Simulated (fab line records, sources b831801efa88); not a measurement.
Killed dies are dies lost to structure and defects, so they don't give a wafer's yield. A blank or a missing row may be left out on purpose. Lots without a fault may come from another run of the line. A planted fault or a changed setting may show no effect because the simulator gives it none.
Chamber matching | flow gf180mcu | GF_V3_ETCH_16 on rie_diel-04: 4 sister chambers
The step etches BARC in N2/H2. 4 wafers are shown with their chamber, then 7 later ones without.

WAFERS WITH THEIR CHAMBER
wafer  | chamber | drypump_motor_current_A (A)
L123.5 | 0       | 6.4
L123.6 | 1       | 5.9
L124.3 | 2       | 5.9
L124.5 | 3       | 6.1

WAFERS WITHOUT THEIR CHAMBER
wafer  | drypump_motor_current_A (A)
L124.6 | 5.9
L126.2 | 5.8
L126.4 | 6.1
L126.6 | 5.8
L127.2 | 5.9
L127.3 | 6.1
L127.6 | 6.4

WHICH CHAMBER EACH WENT THROUGH
wafer  | from the rows above     | in truth
L124.6 | can't be placed: 1 or 2 | 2
L126.2 | can't be placed: 1 or 2 | 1
L126.4 | 3                       | 3
L126.6 | can't be placed: 1 or 2 | 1
L127.2 | can't be placed: 1 or 2 | 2
L127.3 | 3                       | 3
L127.6 | 0                       | 0
Placed correctly: 3 of 7. Can't be placed from these rows: 4 (the true chamber is among the candidates in 4). Placed wrongly: 0.
How it was worked out, from the rows above alone: a wafer's distance from a chamber is the root of the sum, over the readings, of the square of ((its reading less the chamber's mean) divided by the reading's scatter). The wafer belongs to the nearest chamber; if the next one is less than 2 further off, it can't be placed. A chamber's mean is the mean of its shown wafers. The scatter: with one shown wafer a chamber, the root of the mean of the squares of how far each hidden wafer lies from its nearest shown one.
